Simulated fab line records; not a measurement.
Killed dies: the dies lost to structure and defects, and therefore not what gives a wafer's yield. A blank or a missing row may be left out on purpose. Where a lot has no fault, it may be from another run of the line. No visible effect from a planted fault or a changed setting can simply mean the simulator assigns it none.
fab line records	flow sky130
record lots=6	wafers=18	last_day=50
route steps=708 shown FIELD_ISO@25 NWELL@32 DNWELL@35 PWDE@45 PAD_OPEN@708
lots untouched by any fault: they come from a run of this same line in which no faults occurred
start_h: the number of hours between the record's first day and the start of the first shown wafer of the lot	wait_h: time in hours since the lot's previous step	" as in the row above	L1.1+2: a single row standing in for several wafers	- value missing, or start not given	* or withheld: withheld	< > ~ a bound
route shown NAME@n: NAME is a module with steps in the file, n the number in the route of the first one	usual: the fault-free wafers' mean and standard deviation	same: alike in all rows	chamber/n: place in a boat	sites: each site's reading	_std_site: how widely they spread, as a standard deviation	_edge_site: mean of outer sites minus mean of inner sites	radius_mm: for every site, how far away it sits from the centre of the wafer	mask NAME#n: copy n	behind: the tool/chamber that last shaped the wafer	hold: what put the lot on hold/how long, in hours/how the hold closed	device: whichever transistor did not switch (one of n, p or np)	end of line: tests run on the same wafers once the route is complete	for a step that has no rows: nothing shown but its recipe	killed: at the first sort, the dies lost to defects and structure; wafer yield is something else	map: the dies of a wafer, with x for killed, . for not killed, _ for no die there
set.NAME: the setting that was run; set.NAME@STEP: the one run at that earlier step	model.NAME: the simulator's own value behind a step, which no gauge read
lots at selected steps of the route; one table per step, one row per wafer
services: from which hour (start_h, from the record's first day; less than 0 if before it) a tool's chamber was out of use, for how many hours, and why
## steps
# step SKY_FIELD_ISO_CVD_24
# recipe material=SiO2	target_thk_nm=595	temp_c=650	sigma_open_frac=0.3	time_s=99.2	sih4_flow_sccm=60	pressure_mtorr=6
# step SKY_FIELD_ISO_THK_MEAS_25
# recipe reads=SiO2_of_FIELD_ISO_CVD_24
# usual FIELD_ISO_CVD_24_THK=593/5.8
lot.wafer	tool	chamber	start_h	wait_h	FIELD_ISO_CVD_24_THK[nm]
L304.3	film_metro-03	-	46.11	0.1	586
L304.4	"	-	"	"	598
L304.6	"	-	"	"	593
L305.1	film_metro-04	-	51.42	0.0	585
L305.2	"	-	"	"	584
L305.4	"	-	"	"	591
L312.1	film_metro-04	-	92.87	0.0	594
L312.4	"	-	"	"	587
L312.5	"	-	"	"	594
L313.2	film_metro-04	-	98.15	0.0	600
L313.4	"	-	"	"	592
L313.6	"	-	"	"	592
L321.1	film_metro-04	-	137.43	0.0	599
L321.2	"	-	"	"	589
L321.5	"	-	"	"	587
L320.2	film_metro-03	-	137.44	0.0	596
L320.3	"	-	"	"	594
L320.6	"	-	"	"	596
# step SKY_FIELD_ISO_ANNEAL_26
# recipe temp_c=1000	time_s=1800	ambient=N2
# step SKY_FIELD_ISO_CMP_27
# recipe stop_on=Si3N4	t_overpolish_s=16	down_force_psi=4	platen_rpm=60	target_thk_nm=457.8	pad_velocity_m_s=0.94248
# usual motor_current_A=12.0/1.2	overpolish_run_s=15.999/0.0085	time_to_endpoint_s=112/3.4
lot.wafer	tool	chamber	start_h	wait_h	motor_current_A	overpolish_run_s	time_to_endpoint_s
L304.4	cmp-02	1	48.85	0.0	11.9	16.012	119
L304.3	"	0	"	"	9.9	16.003	109
L304.6	"	2	"	"	12.4	15.998	111
L305.2	cmp-02	1	53.25	0.3	10.9	16.015	112
L305.1	"	2	"	"	12.7	15.996	108
L305.4	"	3	"	"	13.5	16.006	108
L312.1	cmp-02	0	94.48	0.1	9.7	15.994	115
L312.4	"	1	"	"	11.5	16.008	115
L312.5	"	3	"	"	13.6	15.993	117
L313.4	cmp-01	1	99.70	0.0	12.0	16.000	109
L313.2	"	3	"	"	12.7	16.012	113
L313.6	"	2	"	"	13.7	16.010	110
L320.3	cmp-01	1	140.90	0.0	10.9	15.979	113
L320.2	"	0	"	"	11.1	16.007	115
L320.6	"	1	"	"	11.8	15.991	113
L321.2	cmp-02	2	141.00	0.1	13.1	16.006	106
L321.1	"	3	"	"	13.3	16.004	106
L321.5	"	1	"	"	11.7	16.015	109
# step SKY_FIELD_ISO_WET_ETCH_28
# recipe chemistry=dHF	target_depth_nm=23.7	target=SiO2	dilution=10:1	temp_c=25	time_s=47
# step SKY_FIELD_ISO_WET_ETCH_29
# recipe chemistry=H3PO4	target_depth_nm=160	target=Si3N4	temp_c=160	time_s=1825
# step SKY_FIELD_ISO_WET_ETCH_30
# recipe chemistry=dHF	target_depth_nm=25	target=SiO2	dilution=10:1	temp_c=25	time_s=50
# step SKY_NWELL_CLEAN_00
# recipe chemistry=SC1/SC2	mix=1:4:20	temp_c=70	time_s=150	dry=n2_spin
# step SKY_NWELL_OXIDATION_01
# recipe temp_c=900	ambient=O2	stabilise_s=600	purge_s=300	target_thk_a=100	ox_time_s=1418
# step SKY_NWELL_THK_MEAS_02
# recipe reads=SiO2_of_NWELL_OXIDATION_01
# usual NWELL_OXIDATION_THK=9.99/0.16
lot.wafer	tool	chamber	start_h	wait_h	NWELL_OXIDATION_THK[nm]
L304.3	film_metro-02	-	51.18	0.0	9.91
L304.4	"	-	"	"	10.00
L304.6	"	-	"	"	10.12
L305.1	film_metro-02	-	58.50	0.0	9.97
L305.2	"	-	"	"	10.02
L305.4	"	-	"	"	9.92
L312.1	film_metro-02	-	97.08	0.0	10.33
L312.4	"	-	"	"	10.36
L312.5	"	-	"	"	10.42
L313.2	film_metro-02	-	102.51	0.0	9.98
L313.4	"	-	"	"	10.21
L313.6	"	-	"	"	9.94
L321.1	film_metro-02	-	144.09	0.0	9.94
L321.2	"	-	"	"	9.89
L321.5	"	-	"	"	9.83
L320.2	film_metro-01	-	144.10	0.0	10.09
L320.3	"	-	"	"	9.87
L320.6	"	-	"	"	9.85
# step SKY_DNWELL_DEHYDRATE_00
# recipe temp_c=200	time_s=60
# step SKY_DNWELL_HMDS_01
# recipe prime_time_s=60	prime_temp_c=120
# step SKY_DNWELL_COAT_02
# recipe spin_rpm=2000	resist_thk_nm=3000
# usual chill_plate_temp_C=23.02/0.097
lot.wafer	tool	chamber	start_h	wait_h	chill_plate_temp_C	model.coat_of_DNWELL_COAT_02.thk_nm
L304.3	litho_track-03	0	58.56	0.1	23.07	3011
L304.4	"	0	"	"	23.17	3020
L304.6	"	0	"	"	23.20	3018
L305.1	litho_track-02	0	66.40	0.1	22.97	3003
L305.2	"	0	"	"	23.07	3005
L305.4	"	0	"	"	23.01	3005
L312.1	litho_track-03	0	105.96	0.1	23.05	1302
L312.4	"	0	"	"	23.18	1299
L312.5	"	0	"	"	23.03	1304
L313.2	litho_track-03	0	110.64	0.1	23.02	1301
L313.4	"	0	"	"	22.84	1305
L313.6	"	0	"	"	22.91	1302
L320.2	litho_track-02	0	153.28	0.1	23.06	3002
L320.3	"	0	"	"	23.07	3006
L320.6	"	0	"	"	23.15	2995
L321.1	litho_track-01	0	153.35	0.1	23.02	3002
L321.2	"	0	"	"	23.05	2992
L321.5	"	0	"	"	22.86	2987
# step SKY_DNWELL_SOFTBAKE_03
# recipe temp_c=110	time_s=withheld
# step SKY_DNWELL_EXPOSE_04
# recipe mask_id=DNM	na=0.57	target_cd_nm=3000	dose_mj=222
# step SKY_DNWELL_PEB_05
# recipe temp_c=115	time_s=withheld
# step SKY_DNWELL_DEVELOP_06
# recipe wall_angle_deg=90	developer=TMAH	develop_time_s=60	dev_temp_c=23
# usual chill_plate_temp_C=22.97/0.11
lot.wafer	tool	chamber	start_h	wait_h	chill_plate_temp_C	model.coat_of_DNWELL_COAT_02.thk_nm
L304.3	litho_track-01	0	-	-	23.02	3006
L304.4	"	0	"	"	23.09	3015
L304.6	"	0	"	"	23.01	3013
L305.1	litho_track-01	0	-	-	23.07	2999
L305.2	"	0	"	"	22.84	3001
L305.4	"	0	"	"	23.10	3001
L312.1	litho_track-01	0	-	-	22.91	1298
L312.4	"	0	"	"	22.87	1295
L312.5	"	0	"	"	23.13	1300
L313.2	litho_track-02	0	-	-	23.08	1297
L313.4	"	0	"	"	23.12	1301
L313.6	"	0	"	"	23.22	1297
L320.2	litho_track-02	0	-	-	22.90	2997
L320.3	"	0	"	"	23.01	3002
L320.6	"	0	"	"	22.99	2991
L321.1	litho_track-02	0	-	-	22.94	2997
L321.2	"	0	"	"	23.07	2987
L321.5	"	0	"	"	23.14	2982
# step SKY_DNWELL_IMPLANT_07
# recipe species=P	energy_kev=withheld	dose_cm2=withheld	tilt_deg=withheld
# step SKY_DNWELL_STRIP_08
# recipe chemistry=O2/N2	power_w=1400	pressure_mtorr=1500	platen_temp_c=withheld	o2_flow_sccm=3000	n2_flow_sccm=300	overash_fraction=0.5
# usual drypump_motor_current_A=5.9/0.64	o2_flow_sccm=2999/9.1	oes_product_au=0.722/0.0047	strip_time_to_endpoint_s=36.92/0.14
# same overash_fraction=0.5
lot.wafer	tool	chamber	start_h	wait_h	drypump_motor_current_A	o2_flow_sccm	oes_product_au	rf_hours_counter_h	strip_time_to_endpoint_s
L304.3	plasma_asher-03	0	67.34	0.1	6.1	2999	0.717	-	37.05
L304.4	"	1	"	"	6.0	2989	0.718	-	37.15
L304.6	"	1	"	"	6.0	3005	0.716	-	37.13
L305.1	plasma_asher-01	1	74.35	0.1	4.8	3007	0.723	38	36.95
L305.2	"	0	"	"	5.7	2993	0.721	38	36.98
L305.4	"	0	"	"	5.7	3006	0.722	-	36.98
L312.1	plasma_asher-04	1	114.95	0.1	5.8	2990	0.714	45	17.05
L312.4	"	1	"	"	5.8	3003	0.713	-	17.01
L312.5	"	1	"	"	5.9	2999	0.717	-	17.08
L313.2	plasma_asher-03	1	120.45	0.1	6.0	3009	0.718	44	17.03
L313.4	"	0	"	"	6.1	2995	0.713	-	17.10
L313.6	"	1	"	"	6.0	2995	0.714	-	17.05
L320.2	plasma_asher-04	1	163.75	0.1	5.8	2992	0.725	50	36.95
L320.3	"	1	"	"	5.8	2980	0.728	-	36.97
L320.6	"	1	"	"	5.8	2991	0.727	-	36.86
L321.1	plasma_asher-01	0	164.40	0.1	5.8	2997	0.718	4	36.91
L321.2	"	1	"	"	4.8	2994	0.730	4	36.80
L321.5	"	0	"	"	5.8	3002	0.714	-	36.76
# step SKY_DNWELL_TW_MEAS_09
# usual DNWELL_TW=1114/6.1
lot.wafer	tool	chamber	start_h	wait_h	DNWELL_TW
L304.3	film_metro-02	-	67.42	0.1	1111
L304.4	"	-	"	"	1121
L304.6	"	-	"	"	1121
L305.1	film_metro-01	-	74.45	0.1	1108
L305.2	"	-	"	"	1106
L305.4	"	-	"	"	1104
L312.1	film_metro-02	-	115.05	0.1	1113
L312.4	"	-	"	"	1121
L312.5	"	-	"	"	1122
L313.2	film_metro-02	-	120.56	0.1	1104
L313.4	"	-	"	"	1106
L313.6	"	-	"	"	1108
L320.2	film_metro-01	-	163.86	0.1	1115
L320.3	"	-	"	"	1114
L320.6	"	-	"	"	1117
L321.1	film_metro-02	-	164.50	0.1	1118
L321.2	"	-	"	"	1115
L321.5	"	-	"	"	1116
# step SKY_PWDE_DEHYDRATE_00
# recipe temp_c=200	time_s=60
# step SKY_PWDE_HMDS_01
# recipe prime_time_s=60	prime_temp_c=120
# step SKY_PWDE_COAT_02
# recipe spin_rpm=2000	resist_thk_nm=3000
# step SKY_PWDE_SOFTBAKE_03
# recipe temp_c=110	time_s=withheld
# step SKY_PWDE_EXPOSE_04
# recipe mask_id=PWDEM	na=0.6	source_shape=conventional	sigma_outer=0.6	polarization=unpolarized	target_cd_nm=840	dose_mj=214
# step SKY_PWDE_PEB_05
# recipe temp_c=115	time_s=withheld
# step SKY_PWDE_DEVELOP_06
# recipe wall_angle_deg=90	developer=TMAH	develop_time_s=60	dev_temp_c=23
# step SKY_PWDE_OVL_MEAS_07
# usual PWDE_OVL=0.0/1.6
lot.wafer	tool	chamber	start_h	wait_h	PWDE_OVL[nm]
L304.3	overlay-02	-	82.77	-	4.5
L304.4	"	-	"	"	3.6
L304.6	"	-	"	"	4.4
L305.1	overlay-02	-	90.61	-	1.6
L305.2	"	-	"	"	0.8
L305.4	"	-	"	"	2.5
L312.1	overlay-01	-	133.71	-	-1.0
L312.4	"	-	"	"	0.1
L312.5	"	-	"	"	-0.4
L313.2	overlay-02	-	138.36	-	1.9
L313.4	"	-	"	"	1.0
L313.6	"	-	"	"	1.1
L320.2	overlay-01	-	184.26	-	-1.0
L320.3	"	-	"	"	-0.9
L320.6	"	-	"	"	-0.8
L321.1	overlay-01	-	184.80	-	-0.1
L321.2	"	-	"	"	0.4
L321.5	"	-	"	"	-0.9
# step SKY_PWDE_IMPLANT_08
# recipe species=B	energy_kev=150	dose_cm2=3.6e+12	tilt_deg=withheld
# step SKY_PWDE_STRIP_09
# recipe chemistry=O2/N2	power_w=1400	pressure_mtorr=1500	platen_temp_c=withheld	o2_flow_sccm=3000	n2_flow_sccm=300	overash_fraction=0.5
# usual drypump_motor_current_A=5.8/0.5	o2_flow_sccm=3000/10	oes_product_au=0.723/0.0043	strip_time_to_endpoint_s=36.93/0.11
# same overash_fraction=0.5
lot.wafer	tool	chamber	start_h	wait_h	drypump_motor_current_A	o2_flow_sccm	oes_product_au	rf_hours_counter_h	strip_time_to_endpoint_s
L304.3	plasma_asher-03	0	82.98	0.1	6.1	2991	0.719	-	37.02
L304.4	"	1	"	"	6.0	2988	0.716	-	37.02
L304.6	"	0	"	"	6.1	2989	0.718	-	37.05
L305.1	plasma_asher-02	0	90.80	0.1	6.3	3005	0.724	27	36.96
L305.2	"	1	"	"	6.0	2997	0.736	27	37.01
L305.4	"	1	"	"	6.0	3018	0.721	-	36.93
L312.1	plasma_asher-03	1	133.90	0.1	6.0	3018	0.725	46	36.96
L312.4	"	1	"	"	6.0	3016	0.724	-	36.84
L312.5	"	1	"	"	6.0	3008	0.724	-	36.89
L313.2	plasma_asher-01	0	138.54	0.1	5.7	2987	0.731	2	36.87
L313.4	"	1	"	"	4.8	2981	0.724	-	36.80
L313.6	"	1	"	"	4.8	2985	0.713	-	36.84
L320.2	plasma_asher-01	0	184.44	0.1	5.7	3002	0.728	6	36.67
L320.3	"	0	"	"	5.7	2998	0.719	-	36.76
L320.6	"	0	"	"	5.7	3013	0.723	-	36.83
L321.1	plasma_asher-02	0	184.99	0.1	6.4	3010	0.714	35	36.77
L321.2	"	1	"	"	6.0	2999	0.716	35	36.73
L321.5	"	1	"	"	6.0	2997	0.725	-	36.84
# step SKY_PWDE_TW_MEAS_10
# usual PWDE_TW=374.5/1.9
lot.wafer	tool	chamber	start_h	wait_h	PWDE_TW
L304.3	film_metro-02	-	83.07	0.1	376.1
L304.4	"	-	"	"	376.2
L304.6	"	-	"	"	377.7
L305.1	film_metro-02	-	90.90	0.1	374.0
L305.2	"	-	"	"	377.6
L305.4	"	-	"	"	374.4
L312.1	film_metro-01	-	134.00	0.1	1020.3
L312.4	"	-	"	"	1024.3
L312.5	"	-	"	"	1018.1
L313.2	film_metro-04	-	138.65	0.1	1004.1
L313.4	"	-	"	"	998.0
L313.6	"	-	"	"	1004.0
L320.2	film_metro-04	-	184.55	0.1	374.1
L320.3	"	-	"	"	375.0
L320.6	"	-	"	"	374.0
L321.1	film_metro-01	-	185.09	0.1	375.2
L321.2	"	-	"	"	375.4
L321.5	"	-	"	"	372.5
# step SKY_NWELL_DEHYDRATE_03
# recipe temp_c=200	time_s=60
# step SKY_NWELL_HMDS_04
# recipe prime_time_s=60	prime_temp_c=120
# step SKY_NWELL_COAT_05
# recipe spin_rpm=2000	resist_thk_nm=3000
# step SKY_NWELL_SOFTBAKE_06
# recipe temp_c=110	time_s=withheld
# step SKY_NWELL_EXPOSE_07
# recipe mask_id=NWM	na=0.6	source_shape=conventional	sigma_outer=0.6	polarization=unpolarized	target_cd_nm=840	dose_mj=255
# step SKY_NWELL_PEB_08
# recipe temp_c=115	time_s=withheld
# step SKY_NWELL_DEVELOP_09
# recipe wall_angle_deg=90	developer=TMAH	develop_time_s=60	dev_temp_c=23
# step SKY_NWELL_OVL_MEAS_10
# usual NWELL_00_OVL=-0.1/1.6
lot.wafer	tool	chamber	start_h	wait_h	NWELL_00_OVL[nm]
L304.3	overlay-01	-	100.91	-	-2.0
L304.4	"	-	"	"	-3.1
L304.6	"	-	"	"	-2.7
L305.1	overlay-02	-	108.70	-	1.3
L305.2	"	-	"	"	0.0
L305.4	"	-	"	"	-1.5
L312.1	overlay-02	-	152.26	-	-0.3
L312.4	"	-	"	"	-1.4
L312.5	"	-	"	"	-0.9
L313.2	overlay-01	-	157.61	-	-0.9
L313.4	"	-	"	"	-2.6
L313.6	"	-	"	"	-1.5
L320.2	overlay-01	-	206.67	-	0.5
L320.3	"	-	"	"	-0.5
L320.6	"	-	"	"	-1.8
L321.1	overlay-02	-	206.85	-	-1.8
L321.2	"	-	"	"	-2.4
L321.5	"	-	"	"	-2.9
# step SKY_NWELL_IMPLANT_11
# recipe species=P	energy_kev=400	dose_cm2=1.9e+13	tilt_deg=withheld
# step SKY_NWELL_IMPLANT_12
# recipe species=P	energy_kev=120	dose_cm2=1.3e+12	tilt_deg=withheld
# step SKY_NWELL_IMPLANT_13
# recipe species=P	energy_kev=50	dose_cm2=7e+11	tilt_deg=withheld
# step SKY_NWELL_TW_MEAS_15
# usual NWELL_TW=1822/8.9
lot.wafer	tool	chamber	start_h	wait_h	NWELL_TW
L304.3	film_metro-02	-	101.51	0.1	1817
L304.4	"	-	"	"	1818
L304.6	"	-	"	"	1815
L305.1	film_metro-01	-	109.29	0.1	1828
L305.2	"	-	"	"	1820
L305.4	"	-	"	"	1822
L312.1	film_metro-02	-	152.85	0.1	1910
L312.4	"	-	"	"	1917
L312.5	"	-	"	"	1910
L313.2	film_metro-04	-	158.20	0.1	1913
L313.4	"	-	"	"	1920
L313.6	"	-	"	"	1918
L320.2	film_metro-04	-	207.26	0.1	1828
L320.3	"	-	"	"	1829
L320.6	"	-	"	"	1836
L321.1	film_metro-01	-	207.44	0.1	1811
L321.2	"	-	"	"	1812
L321.5	"	-	"	"	1812
# step SKY_NWELL_TW_MEAS_26
# usual NWELL_2_TW=497.4/2.6
lot.wafer	tool	chamber	start_h	wait_h	NWELL_2_TW
L304.3	film_metro-02	-	119.72	0.1	492.4
L304.4	"	-	"	"	495.3
L304.6	"	-	"	"	493.4
L305.1	film_metro-02	-	127.94	0.1	494.0
L305.2	"	-	"	"	496.8
L305.4	"	-	"	"	493.9
L312.1	film_metro-02	-	172.84	0.1	1044.4
L312.4	"	-	"	"	1039.6
L312.5	"	-	"	"	1033.5
L313.2	film_metro-01	-	177.80	0.1	1026.9
L313.4	"	-	"	"	1024.7
L313.6	"	-	"	"	1028.2
L320.2	film_metro-04	-	231.01	0.1	497.8
L320.3	"	-	"	"	498.5
L320.6	"	-	"	"	496.9
L321.1	film_metro-02	-	231.50	0.1	497.5
L321.2	"	-	"	"	494.1
L321.5	"	-	"	"	499.1
# step SKY_PAD_OPEN_PROBE_99
# usual killed_at_M0_to_M3=43/6.7	killed_at_M4_up=3.2/1.8	killed_at_contacts=25/5.2	killed_at_front_end=15/4.4	killed_at_other=0.2/0.4	killed_dies=87/9.3	killed_open=48/7.1	killed_short=39/6
# same gross_dies=492	killed_at_back_side=0
lot.wafer	tool	chamber	start_h	wait_h	killed_at_M0_to_M3	killed_at_M4_up	killed_at_contacts	killed_at_front_end	killed_at_other	killed_dies	killed_open	killed_short	model.etest.nfet_16v.r_on_ohm_um	model.etest.pfet_g5v0d10v5.r_on_ohm_um	model.etest.tip_p_5v.rs_ohm_sq	model.etest.tip_p.rs_ohm_sq	model.etest.res_deep_nwell.width_nm	model.etest.tip_sonos.rs_ohm_sq	model.etest.tip_n_5v.rs_ohm_sq	model.etest.nfet_05v0_nvt.drive_ua_um
L304.3	prober-02	-	1086.92	0.2	53	4	28	16	0	101	56	45	1.402e+04	4748	2856	6823	2989	2606	1383	582.3
L304.4	prober-02	-	1086.97	0.2	33	4	27	10	0	74	36	38	1.396e+04	4706	2835	6785	2980	2582	1384	580.7
L304.6	prober-02	-	1087.07	0.2	34	4	21	23	0	82	38	44	1.388e+04	4768	2846	6814	2994	2569	1388	575.8
L305.1	prober-01	-	1101.16	0.1	49	2	35	17	0	103	57	46	1.407e+04	4697	2826	6785	2998	2627	1383	576.8
L305.2	prober-01	-	1101.21	0.1	42	10	20	15	1	88	50	38	1.416e+04	4750	2851	6808	2994	2605	1372	571.9
L305.4	prober-01	-	1101.31	0.2	46	2	32	20	0	100	58	42	1.421e+04	4771	2838	6799	2996	2589	1382	574.4
L312.1	prober-01	-	1152.42	0.1	45	2	22	11	1	81	45	36	1.295e+04	4993	3035	6923	3141	2470	1322	636.5
L312.4	prober-01	-	1152.57	0.2	42	2	24	18	1	87	47	40	1.297e+04	5084	3027	6986	3148	2514	1319	627.2
L312.5	prober-01	-	1152.62	0.2	41	3	24	11	0	79	46	33	1.299e+04	5006	3044	6896	3161	2501	1316	634.7
L313.2	prober-02	-	1155.41	0.1	54	1	30	13	0	98	58	40	-	-	-	-	-	-	-	-
L313.4	prober-02	-	1155.51	0.2	46	4	17	15	0	82	36	46	-	-	-	-	-	-	-	-
L313.6	prober-02	-	1155.61	0.2	42	1	22	18	0	83	41	42	-	-	-	-	-	-	-	-
L320.2	prober-02	-	1188.10	0.1	41	5	21	20	0	87	48	39	1.436e+04	4852	2876	6756	2997	2780	1381	565.5
L320.3	prober-02	-	1188.15	0.2	37	6	33	12	0	88	48	40	1.419e+04	4774	2868	6833	2999	2709	1375	573.3
L320.6	prober-02	-	1188.30	0.2	28	3	27	10	0	68	32	36	1.417e+04	4779	2855	6841	3010	2694	1383	566.1
L321.1	prober-01	-	1188.72	0.1	51	4	38	12	0	105	51	54	1.415e+04	4839	2849	6997	3022	2686	1401	571.5
L321.2	prober-01	-	1188.77	0.1	48	4	29	23	1	105	48	57	1.408e+04	4743	2867	6971	3008	2654	1407	571.7
L321.5	prober-01	-	1188.92	0.2	47	7	22	15	0	91	55	36	1.432e+04	4748	2889	6963	2990	2695	1389	567.3
# killed by level:class
L304.3 VIA2:geometric_particle:open=12 VIA1:geometric_particle:open=9 LI_CONTACT:geometric_particle:open=8 CONTACT:geometric_particle:open=8 VIA1:geometric_particle:short=8 METAL3:geometric_particle:short=7 POLY_GATE:geometric_particle:open=6 CONTACT:geometric_particle:short=6
L304.4 CONTACT:geometric_particle:open=15 METAL1:geometric_particle:short=9 METAL2:geometric_particle:short=6 VIA3:geometric_particle:open=5 CONTACT:geometric_particle:short=4 LI_CONTACT:geometric_particle:open=4 METAL4:geometric_particle:short=4 POLY_GATE:geometric_particle:open=3
L304.6 VIA1:geometric_particle:open=11 POLY_GATE:geometric_particle:short=8 POLY_GATE:geometric_particle:open=7 CONTACT:geometric_particle:short=5 CONTACT:geometric_particle:open=5 METAL1:geometric_particle:short=5 LOCAL_INTERCONNECT:geometric_particle:short=4 METAL4:geometric_particle:short=4
L305.1 CONTACT:geometric_particle:open=15 VIA1:geometric_particle:open=10 VIA2:geometric_particle:open=8 VIA3:geometric_particle:open=8 CONTACT:geometric_particle:short=6 METAL2:geometric_particle:short=6 FIELD_ISO:geometric_particle:short=5 LI_CONTACT:geometric_particle:open=5
L305.2 CONTACT:geometric_particle:open=11 VIA1:geometric_particle:open=8 METAL4:geometric_particle:short=8 VIA1:geometric_particle:short=6 VIA3:geometric_particle:open=6 METAL1:geometric_particle:short=6 METAL2:geometric_particle:short=5 FIELD_ISO:geometric_particle:open=4
L305.4 CONTACT:geometric_particle:open=13 LI_CONTACT:geometric_particle:open=10 FIELD_ISO:geometric_particle:short=9 VIA1:geometric_particle:open=9 VIA3:geometric_particle:open=7 VIA2:geometric_particle:open=7 FIELD_ISO:geometric_particle:open=6 METAL3:geometric_particle:short=5
L312.1 LI_CONTACT:geometric_particle:open=8 CONTACT:geometric_particle:open=7 VIA1:geometric_particle:open=7 VIA2:geometric_particle:open=7 VIA3:geometric_particle:open=6 FIELD_ISO:geometric_particle:short=5 METAL1:geometric_particle:short=5 VIA1:geometric_particle:short=5
L312.4 CONTACT:geometric_particle:open=10 VIA3:geometric_particle:open=9 VIA1:geometric_particle:open=9 LOCAL_INTERCONNECT:geometric_particle:short=5 METAL1:geometric_particle:short=5 FIELD_ISO:geometric_particle:short=4 FIELD_ISO:geometric_particle:open=4 LI_CONTACT:geometric_particle:open=4
L312.5 LI_CONTACT:geometric_particle:open=9 VIA2:geometric_particle:open=8 CONTACT:geometric_particle:open=7 VIA3:geometric_particle:open=5 VIA1:geometric_particle:short=5 VIA3:geometric_particle:short=5 POLY_GATE:geometric_particle:open=4 CONTACT:geometric_particle:short=4
L313.2 CONTACT:geometric_particle:open=16 VIA1:geometric_particle:open=12 VIA2:geometric_particle:open=9 VIA1:geometric_particle:short=7 VIA3:geometric_particle:open=7 METAL2:geometric_particle:short=6 METAL1:geometric_particle:short=5 POLY_GATE:geometric_particle:open=4
L313.4 METAL1:geometric_particle:short=11 VIA1:geometric_particle:open=9 CONTACT:geometric_particle:short=7 METAL2:geometric_particle:short=7 POLY_GATE:geometric_particle:open=6 LOCAL_INTERCONNECT:geometric_particle:short=5 VIA3:geometric_particle:open=5 VIA1:geometric_particle:short=4
L313.6 VIA1:geometric_particle:open=12 CONTACT:geometric_particle:open=9 VIA1:geometric_particle:short=9 FIELD_ISO:geometric_particle:short=6 METAL2:geometric_particle:short=6 FIELD_ISO:geometric_particle:open=4 POLY_GATE:geometric_particle:short=4 LI_CONTACT:geometric_particle:open=4
L320.2 VIA3:geometric_particle:open=11 CONTACT:geometric_particle:open=9 LI_CONTACT:geometric_particle:open=5 VIA2:geometric_particle:open=5 POLY_GATE:geometric_particle:open=4 POLY_GATE:geometric_particle:short=4 SPACER:geometric_particle:short=4 METAL1:geometric_particle:short=4
L320.3 LI_CONTACT:geometric_particle:open=12 CONTACT:geometric_particle:open=11 METAL1:geometric_particle:short=7 LOCAL_INTERCONNECT:geometric_particle:short=6 METAL2:geometric_particle:short=5 VIA1:geometric_particle:open=5 VIA1:geometric_particle:short=5 METAL4:geometric_particle:short=4
L320.6 LI_CONTACT:geometric_particle:open=9 LI_CONTACT:geometric_particle:short=6 VIA1:geometric_particle:open=6 LOCAL_INTERCONNECT:geometric_particle:short=5 VIA3:geometric_particle:open=5 FIELD_ISO:geometric_particle:short=4 CONTACT:geometric_particle:open=4 METAL1:geometric_particle:short=4
L321.1 VIA1:geometric_particle:open=14 CONTACT:geometric_particle:open=13 CONTACT:geometric_particle:short=8 METAL1:geometric_particle:short=8 LI_CONTACT:geometric_particle:open=7 LOCAL_INTERCONNECT:geometric_particle:short=7 FIELD_ISO:geometric_particle:short=6 VIA3:geometric_particle:short=6
L321.2 VIA1:geometric_particle:open=10 FIELD_ISO:geometric_particle:short=9 CONTACT:geometric_particle:open=8 CONTACT:geometric_particle:short=8 VIA3:geometric_particle:open=7 LOCAL_INTERCONNECT:geometric_particle:short=7 VIA1:geometric_particle:short=6 VIA2:geometric_particle:open=6
L321.5 VIA1:geometric_particle:open=12 CONTACT:geometric_particle:open=10 VIA2:geometric_particle:open=8 FIELD_ISO:geometric_particle:open=7 METAL1:geometric_particle:short=7 METAL2:geometric_particle:short=5 VIA3:geometric_particle:open=5 LI_CONTACT:geometric_particle:open=4
## services
tool	chamber	start_h	hours	kind
cmp-02	-	31.32	14.4	pm
plasma_asher-04	-	37.62	2.6	repair
plasma_asher-01	-	44.27	17.3	repair
cmp-01	-	46.60	10.0	repair
cmp-01	-	64.00	4.0	pm
cmp-01	-	68.00	-	consumable_replace:conditioner
cmp-01	-	68.00	-	consumable_replace:pad
plasma_asher-03	-	105.98	2.8	pm
plasma_asher-01	-	108.75	9.0	pm
plasma_asher-01	0	108.75	9.0	vent_cycle
plasma_asher-01	1	108.75	9.0	vent_cycle
plasma_asher-01	0	117.75	-	clean
plasma_asher-01	1	117.75	-	clean
plasma_asher-02	-	128.01	9.0	repair
## key
first_sign step=SKY_DNWELL_STRIP_08	reading=strip_time_to_endpoint_s	direction=down	sigmas=99+	usual=*	struck=*
effect step=SKY_PWDE_TW_MEAS_10	reading=PWDE_TW	direction=up	sigmas=99+	usual=374.5	struck=1011.4
effect step=SKY_NWELL_TW_MEAS_15	reading=NWELL_TW	direction=up	sigmas=11	usual=1822	struck=1915
effect step=SKY_NWELL_TW_MEAS_26	reading=NWELL_2_TW	direction=up	sigmas=99+	usual=497.4	struck=1032.9
model_effect step=SKY_DNWELL_COAT_02	value=coat_of_DNWELL_COAT_02.thk_nm	without=3023	struck=1302
model_effect step=SKY_DNWELL_DEVELOP_06	value=coat_of_DNWELL_COAT_02.thk_nm	without=3019	struck=1298
model_effect step=SKY_PAD_OPEN_PROBE_99	value=etest.nfet_16v.r_on_ohm_um	without=1.422e+04	struck=1.297e+04
met_at SKY_DNWELL_COAT_02
struck_wafers L312.1,L312.4,L312.5,L313.2,L313.4,L313.6
tester_left_out L312,L313
onset_between 58.56 105.96
fault kind=process_parameter_drift	tool=litho_track-03	chamber=-	onset_h=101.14	steps=SKY_DNWELL_COAT_02	channel=resist_thk_nm	offset=-1707.6	shape=step	end_h=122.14	acts_in=these_recipes_only	stated=3000
# tester_left_out: of these lots the tester's yield and bins aren't shown, on N5 and GAA mostly nor the transistor test; their killed dies are dies lost to structure and defects alone, not to doping, threshold or leakage, so they don't give the yield
